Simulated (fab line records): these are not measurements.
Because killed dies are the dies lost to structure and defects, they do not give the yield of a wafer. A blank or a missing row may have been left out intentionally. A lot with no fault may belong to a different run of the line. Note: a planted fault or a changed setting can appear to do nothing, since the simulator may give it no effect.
The tool behind it: which one? -- flow gf180mcu -- 13 lots, 39 wafers sampled, at 3 steps of a route of 602

## WHAT THE GAUGES READ, wafer by wafer
GF_V5_RS_MEAS_24: the measuring method here is four-point-probe.
lot,measured,on,V5_W_RS (ohm/sq)
L296,day 27 08:52,film metro-01,0.338 0.335 0.321
L297,day 27 11:07,film metro-02,0.329 0.334 0.319
L298,day 27 19:27,film metro-04,0.330 0.335 0.319
L300,day 28 11:35,film metro-02,0.325 0.329 0.323
L302,day 29 03:36,film metro-02,0.322 0.322 0.325
L303,day 29 11:40,film metro-02,0.318 0.334 0.321
L304,day 29 16:43,film metro-02,0.325 0.326 0.326
L305,day 30 09:40,film metro-04,0.326 0.330 0.316
L306,day 30 15:25,film metro-04,0.323 0.334 0.332
L308,day 31 03:57,film metro-04,0.322 0.323 0.320
L312,day 32 05:00,film metro-04,0.321 0.322 0.323
L313,day 32 06:34,film metro-01,0.319 0.318 0.321
L319,day 33 16:25,film metro-04,0.329 0.328 0.329

## WHAT TOOL EACH LOT RAN ON (gives the tool, then ch and the chambers of the sampled wafers, and finally the start)
lot,GF_M2_SPUTTER_04,GF_V5_CVD_23
L296,"pvd sputter-04, day 18 07:20","cvd w-01 ch 0,1, day 27 08:46"
L297,"pvd sputter-04, day 18 11:01","cvd w-01 ch 0,1, day 27 11:01"
L298,"pvd sputter-04, day 18 20:02","cvd w-01 ch 0,1, day 27 19:20"
L300,"pvd sputter-01, day 19 13:03","cvd w-02 ch 0,1, day 28 11:28"
L302,"pvd sputter-01, day 20 12:52","cvd w-02 ch 0,1, day 29 03:29"
L303,"pvd sputter-04, day 20 22:20","cvd w-01 ch 0,1, day 29 11:33"
L304,"pvd sputter-01, day 21 06:14","cvd w-02 ch 0,1, day 29 16:35"
L305,"pvd sputter-01, day 22 04:40","cvd w-01 ch 0,1, day 30 09:34"
L306,"pvd sputter-04, day 22 11:55","cvd w-01 ch 0,1, day 30 15:17"
L308,"pvd sputter-01, day 23 01:09","cvd w-02 ch 0, day 31 03:50"
L312,"pvd sputter-01, day 24 10:20","cvd w-02 ch 0,1, day 32 04:52"
L313,"pvd sputter-01, day 24 11:59","cvd w-02 ch 0,1, day 32 06:25"
L319,"pvd sputter-04, day 26 07:47","cvd w-02 ch 0,1, day 33 16:17"
- GF_M2_SPUTTER_04: material TiN, target thk 50 nm, time 41.7 s.
- GF_V5_CVD_23: deposits W, target thk 350 nm, time 104.9 s.

## AS READ BY THE TOOLS THEMSELVES (means over the sampled wafers that have a number; for cases with no such wafer, the mark the record gives instead)
GF_M2_SPUTTER_04.
lot,tool,chamber pressure pa (Pa),throttle valve pct (%)
L296,pvd sputter-04,0.3997,30.2
L297,pvd sputter-04,0.3997,30.5
L298,pvd sputter-04,0.4005,30.0
L300,pvd sputter-01,0.4005,29.6
L302,pvd sputter-01,0.4001,29.4
L303,pvd sputter-04,0.4004,30.2
L304,pvd sputter-01,0.3995,29.4
L305,pvd sputter-01,0.4005,29.4
L306,pvd sputter-04,0.4006,29.7
L308,pvd sputter-01,0.4004,29.7
L312,pvd sputter-01,0.4003,29.3
L313,pvd sputter-01,0.4013,29.5
L319,pvd sputter-04,0.4004,30.1

GF_V5_CVD_23.
lot,tool,heater power outer w (W),heater power w (W)
L296,cvd w-01,474,752
L297,cvd w-01,467,763
L298,cvd w-01,467,760
L300,cvd w-02,467,730
L302,cvd w-02,502,800
L303,cvd w-01,425,697
L304,cvd w-02,501,798
L305,cvd w-01,470,761
L306,cvd w-01,479,762
L308,cvd w-02,436,667
L312,cvd w-02,507,805
L313,cvd w-02,514,803
L319,cvd w-02,466,737

## THE ANSWER, worked out from the rows above alone
Rule: the usual values come from the lots themselves. Put in order of their means at a reading, lots are off if they are a third of the lots or fewer, leave a main group of 4 or more, and stand apart from it by a gap of 3 or more times the standard deviation of the main group's means; of several such gaps the widest counts. A main group whose means are all the same, to the digits that the tables above print for the reading, isn't used. Also off: a lot with no number at a reading for which 4 or more lots have one. Where the step has rows for the other lots, those lots are counted as sound. The gauges are gone through in route order, then the tools' own readings, and for those a lot's mean is taken as printed above. The first step at which some lot is off is used, and at that step the reading that is off furthest; a lot without a number counts as furthest.
Across all readings shown, no lot is off: no conclusion can be drawn from this.

## WHAT THE SIMULATOR HAD PUT IN
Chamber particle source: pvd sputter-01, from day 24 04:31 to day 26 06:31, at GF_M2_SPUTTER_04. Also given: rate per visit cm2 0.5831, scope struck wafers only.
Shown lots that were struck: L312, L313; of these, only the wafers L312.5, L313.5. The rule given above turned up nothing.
